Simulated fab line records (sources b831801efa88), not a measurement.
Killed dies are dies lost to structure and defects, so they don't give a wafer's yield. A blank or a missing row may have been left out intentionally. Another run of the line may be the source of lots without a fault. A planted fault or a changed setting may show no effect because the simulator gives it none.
fab line records || flow sky130 || part 2 of 2: steps 26 to 36 of 36
record: {"lots": 5, "wafers": 15, "last-day": 49}
route steps=708 shown VIA1@478 METAL2@483 VIA2@507
lots with no fault: from the same line, run without faults
start-h: start of the lot's first displayed wafer, in hours after the record's first day || wait-h: hours since the lot's step before || " same as the row above || L1.1+2: a single row standing in for several wafers || - no value, or no start was given || * or withheld: withheld || < > ~ a bound
route shown NAME@n: a module of which the file shows steps, and the number in the route of the first || usual: the fault-free wafers' mean and standard deviation || same: alike in all rows || chamber/n: place in a boat || sites: readings site by site || _std_site: the values' standard deviation || _edge_site: mean of outer sites minus mean of inner sites || radius-mm: for every site, how far away it sits from the centre of the wafer || mask NAME#n: copy n || behind: the last tool/chamber to shape the wafer || hold: why the lot was held/for how many hours/how that ended || device: names the non-switching transistor (n, p or np) || end of line: the same wafers' tests at the end of the route || step lacking rows: just its recipe || killed: count of dies lost to structure and defects at first sort (not the wafer's yield) || map: a wafer's dies, marking killed ones x, the rest . and places with no die _
set.NAME: the setting the step ran with; set.NAME@STEP: the setting that earlier step ran with || model.NAME: the simulator's own value behind a step, which no gauge read
lots at selected steps of the route; one table per step, one row per wafer
services: the hour from which a tool's chamber was out of use, counted from the record's first day as start-h (under 0 if before that day), plus the number of hours and why
== steps ==
step: SKY_METAL2_STRIP_20
recipe: {"chemistry": "O2/N2", "power-w": 1400, "pressure-mtorr": 1500, "platen-temp-c": "withheld", "o2-flow-sccm": 3000, "n2-flow-sccm": 300, "overash-fraction": 0.5}
usual: {"drypump-motor-current-A": "5.7/0.5", "oes-product-au": "0.342/0.0047", "strip-time-to-endpoint-s": "2.67/0.038"}
{"lot.wafer": "L074.2", "tool": "plasma-asher-01", "chamber": 1, "start-h": 814.46, "wait-h": 0.1, "drypump-motor-current-A": 6.3, "oes-product-au": 0.344, "rf-hours-counter-h": 94, "strip-time-to-endpoint-s": 2.62}
{"lot.wafer": "L074.5", "tool": "plasma-asher-01", "chamber": 1, "start-h": 814.46, "wait-h": 0.1, "drypump-motor-current-A": 6.3, "oes-product-au": 0.334, "rf-hours-counter-h": "-", "strip-time-to-endpoint-s": 2.60}
{"lot.wafer": "L074.6", "tool": "plasma-asher-01", "chamber": 0, "start-h": 814.46, "wait-h": 0.1, "drypump-motor-current-A": 6.4, "oes-product-au": 0.337, "rf-hours-counter-h": "-", "strip-time-to-endpoint-s": 2.59}
{"lot.wafer": "L077.2", "tool": "plasma-asher-01", "chamber": 1, "start-h": 839.79, "wait-h": 0.1, "drypump-motor-current-A": 6.3, "oes-product-au": 0.343, "rf-hours-counter-h": 97, "strip-time-to-endpoint-s": 2.65}
{"lot.wafer": "L077.3", "tool": "plasma-asher-01", "chamber": 1, "start-h": 839.79, "wait-h": 0.1, "drypump-motor-current-A": 6.3, "oes-product-au": 0.345, "rf-hours-counter-h": "-", "strip-time-to-endpoint-s": 2.67}
{"lot.wafer": "L077.4", "tool": "plasma-asher-01", "chamber": 0, "start-h": 839.79, "wait-h": 0.1, "drypump-motor-current-A": 6.4, "oes-product-au": 0.347, "rf-hours-counter-h": "-", "strip-time-to-endpoint-s": 2.64}
{"lot.wafer": "L081.4", "tool": "plasma-asher-02", "chamber": 1, "start-h": 871.33, "wait-h": 0.1, "drypump-motor-current-A": 4.8, "oes-product-au": 0.351, "rf-hours-counter-h": "-", "strip-time-to-endpoint-s": 2.72}
{"lot.wafer": "L081.5", "tool": "plasma-asher-02", "chamber": 1, "start-h": 871.33, "wait-h": 0.1, "drypump-motor-current-A": 4.9, "oes-product-au": 0.350, "rf-hours-counter-h": "-", "strip-time-to-endpoint-s": 2.72}
{"lot.wafer": "L081.6", "tool": "plasma-asher-02", "chamber": 0, "start-h": 871.33, "wait-h": 0.1, "drypump-motor-current-A": 5.5, "oes-product-au": 0.347, "rf-hours-counter-h": "-", "strip-time-to-endpoint-s": 2.68}
{"lot.wafer": "L086.2", "tool": "plasma-asher-04", "chamber": 1, "start-h": 908.92, "wait-h": 0.1, "drypump-motor-current-A": 5.6, "oes-product-au": 0.339, "rf-hours-counter-h": 15, "strip-time-to-endpoint-s": 2.71}
{"lot.wafer": "L086.4", "tool": "plasma-asher-04", "chamber": 1, "start-h": 908.92, "wait-h": 0.1, "drypump-motor-current-A": 5.6, "oes-product-au": 0.339, "rf-hours-counter-h": "-", "strip-time-to-endpoint-s": 2.71}
{"lot.wafer": "L086.5", "tool": "plasma-asher-04", "chamber": 0, "start-h": 908.92, "wait-h": 0.1, "drypump-motor-current-A": 6.0, "oes-product-au": 0.346, "rf-hours-counter-h": "-", "strip-time-to-endpoint-s": 2.71}
{"lot.wafer": "L090.2", "tool": "plasma-asher-02", "chamber": 0, "start-h": 938.27, "wait-h": 0.1, "drypump-motor-current-A": 5.5, "oes-product-au": 0.344, "rf-hours-counter-h": 80, "strip-time-to-endpoint-s": 2.75}
{"lot.wafer": "L090.4", "tool": "plasma-asher-02", "chamber": 1, "start-h": 938.27, "wait-h": 0.1, "drypump-motor-current-A": 4.9, "oes-product-au": 0.340, "rf-hours-counter-h": "-", "strip-time-to-endpoint-s": 2.67}
{"lot.wafer": "L090.5", "tool": "plasma-asher-02", "chamber": 1, "start-h": 938.27, "wait-h": 0.1, "drypump-motor-current-A": 4.9, "oes-product-au": 0.343, "rf-hours-counter-h": "-", "strip-time-to-endpoint-s": 2.72}
step: SKY_METAL2_STRIP_21
recipe: {"chemistry": "post-etch-residue-remover", "time-s": 1200, "temp-c": 72.5}
{"lot.wafer": "L074.2+5+6", "tool": "wet-bench-02", "chamber": 0, "start-h": 814.56, "wait-h": 0.1}
{"lot.wafer": "L077.2+3+4", "tool": "wet-bench-02", "chamber": 3, "start-h": 839.89, "wait-h": 0.1}
{"lot.wafer": "L081.4+5+6", "tool": "wet-bench-02", "chamber": 1, "start-h": 871.39, "wait-h": 0.0}
{"lot.wafer": "L086.2+4+5", "tool": "wet-bench-01", "chamber": 1, "start-h": 909.02, "wait-h": 0.1}
{"lot.wafer": "L090.2+4+5", "tool": "wet-bench-03", "chamber": 2, "start-h": 938.37, "wait-h": 0.1}
step: SKY_METAL2_CLEAN_22
recipe: {"chemistry": "IPA", "time-s": 180, "temp-c": 25}
{"lot.wafer": "L074.2+5+6", "tool": "wet-bench-03", "chamber": 0, "start-h": 814.93, "wait-h": 0.0}
{"lot.wafer": "L077.2+3+4", "tool": "wet-bench-01", "chamber": 0, "start-h": 840.23, "wait-h": 0.0}
{"lot.wafer": "L081.4+5+6", "tool": "wet-bench-03", "chamber": 2, "start-h": 871.77, "wait-h": 0.0}
{"lot.wafer": "L086.2+4+5", "tool": "wet-bench-02", "chamber": 3, "start-h": 909.37, "wait-h": 0.0}
{"lot.wafer": "L090.2+4+5", "tool": "wet-bench-01", "chamber": 1, "start-h": 938.72, "wait-h": 0.0}
step: SKY_METAL2_CLEAN_23
recipe: {"chemistry": "O3/DIW", "dry": "n2-spin"}
{"lot.wafer": "L074.2+5+6", "tool": "wet-bench-02", "chamber": 3, "start-h": 815.05, "wait-h": 0.0}
{"lot.wafer": "L077.2+3+4", "tool": "wet-bench-02", "chamber": 3, "start-h": 840.29, "wait-h": 0.0}
{"lot.wafer": "L081.4+5+6", "tool": "wet-bench-01", "chamber": 1, "start-h": 871.83, "wait-h": 0.0}
{"lot.wafer": "L086.2+4+5", "tool": "wet-bench-01", "chamber": 3, "start-h": 909.42, "wait-h": 0.0}
{"lot.wafer": "L090.2+4+5", "tool": "wet-bench-02", "chamber": 2, "start-h": 938.78, "wait-h": 0.0}
step: SKY_VIA2_HDPCVD_00
recipe: {"material": "SiO2", "target-thk-nm": 1180, "sigma-open-frac": 0.3, "time-s": 196.7, "temp-c": 400, "sih4-flow-sccm": 60, "pressure-mtorr": 6}
usual: {"sih4-flow-sccm": "60.03/0.15"}
{"lot.wafer": "L074.2", "tool": "hdpcvd-02", "chamber": 1, "start-h": 815.15, "wait-h": 0.0, "sih4-flow-sccm": 60.05}
{"lot.wafer": "L074.5", "tool": "hdpcvd-02", "chamber": 1, "start-h": 815.15, "wait-h": 0.0, "sih4-flow-sccm": 59.77}
{"lot.wafer": "L074.6", "tool": "hdpcvd-02", "chamber": 2, "start-h": 815.15, "wait-h": 0.0, "sih4-flow-sccm": 60.08}
{"lot.wafer": "L077.2", "tool": "hdpcvd-02", "chamber": 2, "start-h": 840.38, "wait-h": 0.0, "sih4-flow-sccm": 59.90}
{"lot.wafer": "L077.3", "tool": "hdpcvd-02", "chamber": 1, "start-h": 840.38, "wait-h": 0.0, "sih4-flow-sccm": 60.03}
{"lot.wafer": "L077.4", "tool": "hdpcvd-02", "chamber": 1, "start-h": 840.38, "wait-h": 0.0, "sih4-flow-sccm": 60.22}
{"lot.wafer": "L081.4", "tool": "hdpcvd-02", "chamber": 2, "start-h": 871.98, "wait-h": 0.1, "sih4-flow-sccm": 59.89}
{"lot.wafer": "L081.5", "tool": "hdpcvd-02", "chamber": 1, "start-h": 871.98, "wait-h": 0.1, "sih4-flow-sccm": 59.94}
{"lot.wafer": "L081.6", "tool": "hdpcvd-02", "chamber": 0, "start-h": 871.98, "wait-h": 0.1, "sih4-flow-sccm": 59.97}
{"lot.wafer": "L086.2", "tool": "hdpcvd-01", "chamber": 1, "start-h": 909.52, "wait-h": 0.0, "sih4-flow-sccm": 59.89}
{"lot.wafer": "L086.4", "tool": "hdpcvd-01", "chamber": 2, "start-h": 909.52, "wait-h": 0.0, "sih4-flow-sccm": 59.93}
{"lot.wafer": "L086.5", "tool": "hdpcvd-01", "chamber": 1, "start-h": 909.52, "wait-h": 0.0, "sih4-flow-sccm": 59.74}
{"lot.wafer": "L090.2", "tool": "hdpcvd-01", "chamber": 1, "start-h": 938.87, "wait-h": 0.0, "sih4-flow-sccm": 60.07}
{"lot.wafer": "L090.4", "tool": "hdpcvd-01", "chamber": 1, "start-h": 938.87, "wait-h": 0.0, "sih4-flow-sccm": 59.97}
{"lot.wafer": "L090.5", "tool": "hdpcvd-01", "chamber": 2, "start-h": 938.87, "wait-h": 0.0, "sih4-flow-sccm": 60.20}
step: SKY_VIA2_THK_MEAS_01
recipe: {"reads": "SiO2_of_VIA2_HDPCVD_00"}
usual: {"VIA2_HDPCVD_THK": "1176/13"}
{"lot.wafer": "L074.2", "tool": "film-metro-04", "chamber": "-", "start-h": 815.28, "wait-h": 0.1, "VIA2_HDPCVD_THK[nm]": 1188}
{"lot.wafer": "L074.5", "tool": "film-metro-04", "chamber": "-", "start-h": 815.28, "wait-h": 0.1, "VIA2_HDPCVD_THK[nm]": 1166}
{"lot.wafer": "L074.6", "tool": "film-metro-04", "chamber": "-", "start-h": 815.28, "wait-h": 0.1, "VIA2_HDPCVD_THK[nm]": 1169}
{"lot.wafer": "L077.2", "tool": "film-metro-03", "chamber": "-", "start-h": 840.52, "wait-h": 0.1, "VIA2_HDPCVD_THK[nm]": 1191}
{"lot.wafer": "L077.3", "tool": "film-metro-03", "chamber": "-", "start-h": 840.52, "wait-h": 0.1, "VIA2_HDPCVD_THK[nm]": 1193}
{"lot.wafer": "L077.4", "tool": "film-metro-03", "chamber": "-", "start-h": 840.52, "wait-h": 0.1, "VIA2_HDPCVD_THK[nm]": 1190}
{"lot.wafer": "L081.4", "tool": "film-metro-04", "chamber": "-", "start-h": 872.07, "wait-h": 0.0, "VIA2_HDPCVD_THK[nm]": 1173}
{"lot.wafer": "L081.5", "tool": "film-metro-04", "chamber": "-", "start-h": 872.07, "wait-h": 0.0, "VIA2_HDPCVD_THK[nm]": 1191}
{"lot.wafer": "L081.6", "tool": "film-metro-04", "chamber": "-", "start-h": 872.07, "wait-h": 0.0, "VIA2_HDPCVD_THK[nm]": 1180}
{"lot.wafer": "L086.2", "tool": "film-metro-03", "chamber": "-", "start-h": 909.65, "wait-h": 0.1, "VIA2_HDPCVD_THK[nm]": 1169}
{"lot.wafer": "L086.4", "tool": "film-metro-03", "chamber": "-", "start-h": 909.65, "wait-h": 0.1, "VIA2_HDPCVD_THK[nm]": 1168}
{"lot.wafer": "L086.5", "tool": "film-metro-03", "chamber": "-", "start-h": 909.65, "wait-h": 0.1, "VIA2_HDPCVD_THK[nm]": 1177}
{"lot.wafer": "L090.2", "tool": "film-metro-04", "chamber": "-", "start-h": 939.01, "wait-h": 0.1, "VIA2_HDPCVD_THK[nm]": 1171}
{"lot.wafer": "L090.4", "tool": "film-metro-04", "chamber": "-", "start-h": 939.01, "wait-h": 0.1, "VIA2_HDPCVD_THK[nm]": 1187}
{"lot.wafer": "L090.5", "tool": "film-metro-04", "chamber": "-", "start-h": 939.01, "wait-h": 0.1, "VIA2_HDPCVD_THK[nm]": 1170}
step: SKY_VIA2_CMP_02
recipe: {"material": "SiO2", "down-force-psi": 4, "platen-rpm": 60, "pad-velocity-m-s": 0.94248}
usual: {"motor-current-A": "12.7/0.87", "platen-rpm": "60.00/0.042", "slurry-flow-ml-min": "149.9/0.47"}
{"lot.wafer": "L074.2", "tool": "cmp-02", "chamber": 0, "start-h": 815.33, "wait-h": 0.0, "motor-current-A": 11.9, "platen-rpm": 60.00, "slurry-flow-ml-min": 150.3}
{"lot.wafer": "L074.6", "tool": "cmp-02", "chamber": 0, "start-h": 815.33, "wait-h": 0.0, "motor-current-A": 12.1, "platen-rpm": 59.93, "slurry-flow-ml-min": 150.6}
{"lot.wafer": "L074.5", "tool": "cmp-02", "chamber": 1, "start-h": 815.33, "wait-h": 0.0, "motor-current-A": 11.6, "platen-rpm": 59.95, "slurry-flow-ml-min": 150.2}
{"lot.wafer": "L077.2", "tool": "cmp-01", "chamber": 1, "start-h": 840.57, "wait-h": 0.0, "motor-current-A": 13.6, "platen-rpm": 59.97, "slurry-flow-ml-min": 150.2}
{"lot.wafer": "L077.3", "tool": "cmp-01", "chamber": 3, "start-h": 840.57, "wait-h": 0.0, "motor-current-A": 12.2, "platen-rpm": 59.98, "slurry-flow-ml-min": 149.8}
{"lot.wafer": "L077.4", "tool": "cmp-01", "chamber": 0, "start-h": 840.57, "wait-h": 0.0, "motor-current-A": 13.8, "platen-rpm": 59.93, "slurry-flow-ml-min": 150.3}
{"lot.wafer": "L081.4", "tool": "cmp-02", "chamber": 0, "start-h": 872.13, "wait-h": 0.1, "motor-current-A": 12.7, "platen-rpm": 59.99, "slurry-flow-ml-min": 150.5}
{"lot.wafer": "L081.6", "tool": "cmp-02", "chamber": 0, "start-h": 872.13, "wait-h": 0.1, "motor-current-A": 12.4, "platen-rpm": 59.98, "slurry-flow-ml-min": 150.6}
{"lot.wafer": "L081.5", "tool": "cmp-02", "chamber": 1, "start-h": 872.13, "wait-h": 0.1, "motor-current-A": 11.6, "platen-rpm": 59.99, "slurry-flow-ml-min": 150.2}
{"lot.wafer": "L086.4", "tool": "cmp-02", "chamber": 0, "start-h": 909.70, "wait-h": 0.0, "motor-current-A": 12.0, "platen-rpm": 59.98, "slurry-flow-ml-min": 149.8}
{"lot.wafer": "L086.2", "tool": "cmp-02", "chamber": 1, "start-h": 909.70, "wait-h": 0.0, "motor-current-A": 11.4, "platen-rpm": 60.05, "slurry-flow-ml-min": 149.9}
{"lot.wafer": "L086.5", "tool": "cmp-02", "chamber": 0, "start-h": 909.70, "wait-h": 0.0, "motor-current-A": 12.4, "platen-rpm": 59.92, "slurry-flow-ml-min": 150.4}
{"lot.wafer": "L090.2", "tool": "cmp-01", "chamber": 1, "start-h": 939.06, "wait-h": 0.0, "motor-current-A": 13.8, "platen-rpm": 60.04, "slurry-flow-ml-min": 150.0}
{"lot.wafer": "L090.4", "tool": "cmp-01", "chamber": 2, "start-h": 939.06, "wait-h": 0.0, "motor-current-A": 11.9, "platen-rpm": 60.06, "slurry-flow-ml-min": 149.9}
{"lot.wafer": "L090.5", "tool": "cmp-01", "chamber": 2, "start-h": 939.06, "wait-h": 0.0, "motor-current-A": 12.2, "platen-rpm": 60.01, "slurry-flow-ml-min": 149.9}
step: SKY_VIA2_BOW_MEAS_03
recipe: {"mode": "bow"}
usual: {"VIA2_BOW": "84/7.2"}
{"lot.wafer": "L074.2", "tool": "film-metro-03", "chamber": "-", "start-h": 815.65, "wait-h": 0.3, "VIA2_BOW[um]": 86}
{"lot.wafer": "L074.5", "tool": "film-metro-03", "chamber": "-", "start-h": 815.65, "wait-h": 0.3, "VIA2_BOW[um]": 79}
{"lot.wafer": "L074.6", "tool": "film-metro-03", "chamber": "-", "start-h": 815.65, "wait-h": 0.3, "VIA2_BOW[um]": 77}
{"lot.wafer": "L077.2", "tool": "film-metro-04", "chamber": "-", "start-h": 840.89, "wait-h": 0.3, "VIA2_BOW[um]": 78}
{"lot.wafer": "L077.3", "tool": "film-metro-04", "chamber": "-", "start-h": 840.89, "wait-h": 0.3, "VIA2_BOW[um]": 92}
{"lot.wafer": "L077.4", "tool": "film-metro-04", "chamber": "-", "start-h": 840.89, "wait-h": 0.3, "VIA2_BOW[um]": 83}
{"lot.wafer": "L081.4", "tool": "film-metro-03", "chamber": "-", "start-h": 872.49, "wait-h": 0.3, "VIA2_BOW[um]": 89}
{"lot.wafer": "L081.5", "tool": "film-metro-03", "chamber": "-", "start-h": 872.49, "wait-h": 0.3, "VIA2_BOW[um]": 76}
{"lot.wafer": "L081.6", "tool": "film-metro-03", "chamber": "-", "start-h": 872.49, "wait-h": 0.3, "VIA2_BOW[um]": 84}
{"lot.wafer": "L086.2", "tool": "film-metro-04", "chamber": "-", "start-h": 910.02, "wait-h": 0.2, "VIA2_BOW[um]": 94}
{"lot.wafer": "L086.4", "tool": "film-metro-04", "chamber": "-", "start-h": 910.02, "wait-h": 0.2, "VIA2_BOW[um]": 89}
{"lot.wafer": "L086.5", "tool": "film-metro-04", "chamber": "-", "start-h": 910.02, "wait-h": 0.2, "VIA2_BOW[um]": 83}
{"lot.wafer": "L090.2", "tool": "film-metro-04", "chamber": "-", "start-h": 939.38, "wait-h": 0.3, "VIA2_BOW[um]": 94}
{"lot.wafer": "L090.4", "tool": "film-metro-04", "chamber": "-", "start-h": 939.38, "wait-h": 0.3, "VIA2_BOW[um]": 90}
{"lot.wafer": "L090.5", "tool": "film-metro-04", "chamber": "-", "start-h": 939.38, "wait-h": 0.3, "VIA2_BOW[um]": 100}
step: SKY_VIA2_DEHYDRATE_04
recipe: {"temp-c": 200, "time-s": 60}
usual: {"heater-power-total-W": "160.37/0.13"}
{"lot.wafer": "L074.2", "tool": "litho-track-02", "chamber": 0, "start-h": 828.41, "wait-h": 12.7, "heater-power-total-W": 160.51}
{"lot.wafer": "L074.5", "tool": "litho-track-02", "chamber": 0, "start-h": 828.41, "wait-h": 12.7, "heater-power-total-W": 160.46}
{"lot.wafer": "L074.6", "tool": "litho-track-02", "chamber": 0, "start-h": 828.41, "wait-h": 12.7, "heater-power-total-W": 160.28}
{"lot.wafer": "L077.2", "tool": "litho-track-04", "chamber": 0, "start-h": 853.43, "wait-h": 12.5, "heater-power-total-W": 160.32}
{"lot.wafer": "L077.3", "tool": "litho-track-04", "chamber": 0, "start-h": 853.43, "wait-h": 12.5, "heater-power-total-W": 160.52}
{"lot.wafer": "L077.4", "tool": "litho-track-04", "chamber": 0, "start-h": 853.43, "wait-h": 12.5, "heater-power-total-W": 160.37}
{"lot.wafer": "L081.4", "tool": "litho-track-03", "chamber": 0, "start-h": 885.86, "wait-h": 13.3, "heater-power-total-W": 160.30}
{"lot.wafer": "L081.5", "tool": "litho-track-03", "chamber": 0, "start-h": 885.86, "wait-h": 13.3, "heater-power-total-W": 160.39}
{"lot.wafer": "L081.6", "tool": "litho-track-03", "chamber": 0, "start-h": 885.86, "wait-h": 13.3, "heater-power-total-W": 160.25}
{"lot.wafer": "L086.2", "tool": "litho-track-04", "chamber": 0, "start-h": 921.83, "wait-h": 11.8, "heater-power-total-W": 160.34}
{"lot.wafer": "L086.4", "tool": "litho-track-04", "chamber": 0, "start-h": 921.83, "wait-h": 11.8, "heater-power-total-W": 160.18}
{"lot.wafer": "L086.5", "tool": "litho-track-04", "chamber": 0, "start-h": 921.83, "wait-h": 11.8, "heater-power-total-W": 160.34}
{"lot.wafer": "L090.2", "tool": "litho-track-02", "chamber": 0, "start-h": 950.41, "wait-h": 11.0, "heater-power-total-W": 160.35}
{"lot.wafer": "L090.4", "tool": "litho-track-02", "chamber": 0, "start-h": 950.41, "wait-h": 11.0, "heater-power-total-W": 160.33}
{"lot.wafer": "L090.5", "tool": "litho-track-02", "chamber": 0, "start-h": 950.41, "wait-h": 11.0, "heater-power-total-W": 160.27}
step: SKY_VIA2_HMDS_05
recipe: {"prime-time-s": 60, "prime-temp-c": 120}
same: {"prime-time-s": 60}
{"lot.wafer": "L074.2+5+6", "tool": "litho-track-02", "chamber": 0, "start-h": 828.56, "wait-h": 0.1}
{"lot.wafer": "L077.2+3+4", "tool": "litho-track-04", "chamber": 0, "start-h": 853.58, "wait-h": 0.1}
{"lot.wafer": "L081.4+5+6", "tool": "litho-track-03", "chamber": 0, "start-h": 886.01, "wait-h": 0.1}
{"lot.wafer": "L086.2+4+5", "tool": "litho-track-04", "chamber": 0, "start-h": 921.98, "wait-h": 0.1}
{"lot.wafer": "L090.2+4+5", "tool": "litho-track-02", "chamber": 0, "start-h": 950.56, "wait-h": 0.1}
step: SKY_VIA2_COAT_06
recipe: {"resist": "BARC", "temp-c": "withheld", "time-s": "withheld", "spin-rpm": 3000, "resist-thk-nm": 60}
{"lot.wafer": "L074.2+5+6", "tool": "litho-track-02", "chamber": 0, "start-h": 828.71, "wait-h": 0.1}
{"lot.wafer": "L077.2+3+4", "tool": "litho-track-04", "chamber": 0, "start-h": 853.73, "wait-h": 0.1}
{"lot.wafer": "L081.4+5+6", "tool": "litho-track-03", "chamber": 0, "start-h": 886.16, "wait-h": 0.1}
{"lot.wafer": "L086.2+4+5", "tool": "litho-track-04", "chamber": 0, "start-h": 922.13, "wait-h": 0.1}
{"lot.wafer": "L090.2+4+5", "tool": "litho-track-02", "chamber": 0, "start-h": 950.71, "wait-h": 0.1}
== services ==
{"tool": "krf-scanner-02", "chamber": "-", "start-h": 763.13, "hours": 1.0, "kind": "pm"}
{"tool": "hdpcvd-02", "chamber": "-", "start-h": 770.48, "hours": 1.8, "kind": "repair"}
{"tool": "cmp-02", "chamber": "-", "start-h": 778.46, "hours": 0.6, "kind": "repair"}
{"tool": "pvd-sputter-03", "chamber": "-", "start-h": 781.05, "hours": 1.1, "kind": "repair"}
{"tool": "cmp-02", "chamber": "-", "start-h": 784.38, "hours": 0.9, "kind": "repair"}
{"tool": "pvd-sputter-02", "chamber": "-", "start-h": 788.00, "hours": 3.3, "kind": "repair"}
{"tool": "cvd-w-02", "chamber": "-", "start-h": 809.38, "hours": 6.9, "kind": "pm"}
{"tool": "cmp-02", "chamber": "-", "start-h": 817.90, "hours": 1.8, "kind": "repair"}
{"tool": "rie-metal-04", "chamber": "-", "start-h": 821.03, "hours": 1.1, "kind": "repair"}
{"tool": "pvd-sputter-02", "chamber": "-", "start-h": 834.65, "hours": 0.7, "kind": "repair"}
{"tool": "cmp-02", "chamber": "-", "start-h": 837.39, "hours": 0.8, "kind": "repair"}
{"tool": "cmp-02", "chamber": "-", "start-h": 856.23, "hours": 3.2, "kind": "pm"}
{"tool": "krf-scanner-02", "chamber": "-", "start-h": 862.09, "hours": 0.8, "kind": "repair"}
{"tool": "cmp-01", "chamber": "-", "start-h": 867.56, "hours": 5.8, "kind": "pm"}
{"tool": "hdpcvd-02", "chamber": "-", "start-h": 870.85, "hours": 0.6, "kind": "repair"}
{"tool": "rie-metal-01", "chamber": "-", "start-h": 873.87, "hours": 0.2, "kind": "repair"}
{"tool": "krf-scanner-02", "chamber": "-", "start-h": 887.26, "hours": 0.8, "kind": "pm"}
{"tool": "pvd-sputter-01", "chamber": "-", "start-h": 888.00, "hours": 1.1, "kind": "repair"}
{"tool": "cmp-02", "chamber": "-", "start-h": 903.01, "hours": 2.6, "kind": "repair"}
{"tool": "cmp-01", "chamber": "-", "start-h": 905.74, "hours": 0.8, "kind": "repair"}
{"tool": "pvd-sputter-04", "chamber": "-", "start-h": 911.49, "hours": 1.2, "kind": "repair"}
{"tool": "cmp-02", "chamber": "-", "start-h": 912.00, "hours": 4.0, "kind": "pm"}
{"tool": "pvd-sputter-04", "chamber": "-", "start-h": 918.46, "hours": 2.5, "kind": "repair"}
{"tool": "cmp-02", "chamber": "-", "start-h": 932.15, "hours": 3.4, "kind": "repair"}
